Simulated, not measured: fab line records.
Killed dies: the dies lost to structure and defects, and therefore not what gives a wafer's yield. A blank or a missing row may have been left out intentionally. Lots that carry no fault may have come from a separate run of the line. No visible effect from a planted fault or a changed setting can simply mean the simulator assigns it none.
Problem report, 8D (eight disciplines) form, completed by code	flow sky130	the parts of the form that need people (team, actions taken, sign-off) are left out

== 1. WHAT IS WRONG ==
Wafers free of any fault read 180.5 nm (standard deviation 1.1) for POLY_GATE_CVD_00_THK at SKY_POLY_GATE_THK_MEAS_01, against a mean of 230.7 nm on 6 wafers of 2 lots. Relative to the usual mean, that is a shift of +46 standard deviations.
The first sign was on wafer L810.1 at day 16 07:36, on film-metro-02. At this step, 42 wafers from 14 lots have a number in the record. Rule for "out" (also "out of limits"): further than 4 standard deviations from the usual mean. The other wafers with a number count as sound.

== 2. WHAT IT IS, WHAT IT ISN'T ==
question	is	is not
which readings at this step	POLY_GATE_CVD_00_THK	-
which lots	L810, L812	L803, L804, L805, L807, L808, L809, L820, L821, L823, L824, L825, L826
which wafers of those lots	all that have a number	-
read on which gauges	film-metro-02	film-metro-01, film-metro-04
when	from day 16 07:36	up to then (18 sound wafers); but 18 sound wafers of L820, L821, L823, L824, L825, L826 came after

== 3. WHAT RULES OUT EACH SUSPECT ==
Counting: a tool stays on the suspect list if, at a process step up to the reading, it processed all lots that are out and no sound lot following the first of them.
- the gauge at SKY_POLY_GATE_THK_MEAS_01: kept. All the wafers that are out were read on film-metro-02, and no step on other tools shows them out.
- lpcvd-01 at SKY_POLY_GATE_CVD_00 (deposits poly-Si, target thk 180 nm, time 720 s): ruled out as a lasting fault. After its first lot that is out, L810 (day 16 05:48), sound lots L821, L820, L823, L824, L825, L826 ran on it.
Left after counting: film-metro-02 at SKY_POLY_GATE_THK_MEAS_01.

== 4. THE CAUSE (what the simulator had put in) ==
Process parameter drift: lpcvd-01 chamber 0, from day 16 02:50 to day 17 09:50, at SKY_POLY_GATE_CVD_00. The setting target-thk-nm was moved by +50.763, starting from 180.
The count ruled it out by mistake, since the rule takes a fault to strike every lot its tool runs from the start of the fault on, and this one did not do so.

== 5. THE EFFECT CHAIN, in route order ==
Each row: a reading where the mean over the struck wafers with a number is more than 3 standard deviations away from the usual. Readings are gone through only where the record gives a usual standard deviation; hours: the median, over the lots, of the time from a lot's start at the first step in this table giving one to that lot's start at this step; sigmas: the change measured in usual standard deviations.
hours	step	reading	usual	on struck wafers	change	sigmas
0	SKY_POLY_GATE_THK_MEAS_01	POLY_GATE_CVD_00_THK	180.5 nm	230.7	+50.2	+46

== 6. WHAT WOULD HAVE CAUGHT IT SOONER ==
Counted from the fault's start at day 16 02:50, it took 5 hours until the first out-of-limits reading at a measuring or inspecting step in this record, taken at day 16 07:36.
Of the tool readings at SKY_POLY_GATE_CVD_00 for which the record gives a usual standard deviation, none was out on any struck wafer, so an alarm limit of 4 standard deviations on them would not have fired.
